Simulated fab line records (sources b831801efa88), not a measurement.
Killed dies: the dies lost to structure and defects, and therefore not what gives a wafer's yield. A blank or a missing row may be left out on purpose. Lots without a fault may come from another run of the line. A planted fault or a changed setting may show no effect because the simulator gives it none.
Comparing a struck lot with a sound one + flow sky130 + 16 steps out of a route of 708
Sound: wafers L907.3, L907.4, L907.6. Struck: wafers L902.3, L902.6. (L902.1 of the same lot was not struck and is left out.) The cause comes at the end.
Per side, at each step with rows, come the tool, then ch with its chambers, and then its first start. Under that, the readings that differ: sound wafers + struck wafers + difference of the means + sigmas: that difference in standard deviations of wafers without a fault.
alike: a reading whose means differ by less than 2 such deviations, as well as words and numbers matching on both sides. not compared: withheld readings; readings where some wafer has no value; bounds like >300 that might hide an equal value; numbers whose values overlap and for which the record gives no deviation.
A row with sigmas, a row that says differs or no value, or rows on one side alone: a step with any of these is where the two part. Numbers that don't overlap but have no deviation are shown without sigmas and don't part them. Lack of a reading on every wafer of one side parts them only where that side has two or more wafers.

first, 7 steps without rows for these wafers: SKY_METAL3_HMDS_06 (prime time 60 s); SKY_METAL3_COAT_07 (resist thk 60 nm); SKY_METAL3_COAT_08 (resist thk 1140 nm); SKY_METAL3_SOFTBAKE_09 (time 90 s); SKY_METAL3_EXPOSE_10 (exposes mask MM3, target cd 300 nm); SKY_METAL3_PEB_11; SKY_METAL3_DEVELOP_12 (develop time 60 s).
SKY_METAL3_CD_MEAS_13: the cd target is 300 nm.
  sound on cd-sem-01 at day 43 21:49; struck on cd-sem-02 at day 42 23:10
  alike: cd-nm
SKY_METAL3_OVL_MEAS_14:
  sound on overlay-01 at day 43 21:54; struck on overlay-02 at day 42 23:17
  alike: METAL3_OVL
SKY_METAL3_DESCUM_15: chemistry O2, time 8 s.
  sound on rie-metal-02 ch 0,1, day 43 21:56; struck on rie-metal-02 ch 0, day 42 23:20
  alike: drypump-motor-current-A, oes-product-au
  not compared: rf-hours-counter-h
SKY_METAL3_ETCH_16: etches BARC in N2/H2, stops on SiO2, time 88.2 s, target depth 60 nm.
  sound on rie-metal-02 ch 0,1, day 43 21:59; struck on rie-metal-02 ch 0, day 42 23:22
  alike: drypump-motor-current-A, oes-product-au, throttle-valve-pct
  not compared: rf-hours-counter-h
SKY_METAL3_ETCH_17: etches SiO2 in C4F8/O2/Ar, stops on TiN, time 3.9 s, target depth 15 nm.
  sound on rie-diel-04 ch 0,2,3, day 43 22:03; struck on rie-diel-03 ch 0,2, day 42 23:28
  alike: oes-product-au
  not compared: rf-hours-counter-h
SKY_METAL3_METAL_ETCH_18: etches the open film in Cl2/BCl3, stops on SiO2, target depth 845 nm, time 183.1 s.
  sound on rie-metal-01 ch 0, day 43 22:11; struck on rie-metal-04 ch 0, day 42 23:29
| reading                                       | sound             | struck      | difference | sigmas |
|-----------------------------------------------|-------------------|-------------|------------|--------|
| model.KrF-thick_of_METAL3_COAT_08.thk-nm (nm) | 547.2 545 548.6   | 606.8 610   | +61.5      |        |
| model.METAL3.cd-nm (nm)                       | 292.4 294.9 291.4 | 307.9 309.6 | +15.9      |        |
  alike: drypump-motor-current-A, oes-product-au, throttle-valve-pct
  not compared: rf-hours-counter-h, model.SiO2_of_VIA2_HDPCVD_00.thk-nm
SKY_METAL3_STRIP_19: strips in O2/N2.
  sound on plasma-asher-04 ch 0,1, day 43 22:28; struck on plasma-asher-03 ch 0, day 42 23:40
| reading                      | sound             | struck      | difference | sigmas |
|------------------------------|-------------------|-------------|------------|--------|
| oes-product-au (a.u.)        | 0.508 0.509 0.515 | 0.526 0.540 | +0.022     | +3     |
| strip-time-to-endpoint-s (s) | 6.72 6.72 6.74    | 7.34 7.37   | +0.63      | +5     |
  alike: drypump-motor-current-A, o2-flow-sccm
  not compared: rf-hours-counter-h
then, 1 step without rows for these wafers: SKY_METAL3_STRIP_20 (strips in post etch residue remover, time 1200 s).
-- the record jumps here: 6 days lie between the struck wafers' starts before and after (it left off in module METAL3 and takes up again in module PAD_OPEN, whose first step shown is number 708 of the route) --
SKY_PAD_OPEN_PROBE_99:
  sound on prober-01 at day 50 03:50; struck on prober-01 at day 49 11:34
| reading                        | sound             | struck      | difference | sigmas |
|--------------------------------|-------------------|-------------|------------|--------|
| model.etest.met3.width-nm (nm) | 293.8 289.8 289.2 | 307.9 309.3 | +17.7      |        |
  alike: defect-limited-yield, killed_at_M0_to_M3, killed_at_M4_up, killed-at-contacts, killed-at-front-end, killed-at-other, killed-dies, killed-open, killed-short, sort_bin_3_pad_short, sort_bin_5_function, sort_bin_6_memory, sort-n-pass, sort-yield-pct
  not compared: model.etest.met3-comb.leak-log10-a-um

## WHERE THEY PART
Within this record, at SKY_METAL3_STRIP_19 only. Later steps at which nothing parts them and some readings are alike: SKY_PAD_OPEN_PROBE_99.

WHY: what had been put in by the simulator
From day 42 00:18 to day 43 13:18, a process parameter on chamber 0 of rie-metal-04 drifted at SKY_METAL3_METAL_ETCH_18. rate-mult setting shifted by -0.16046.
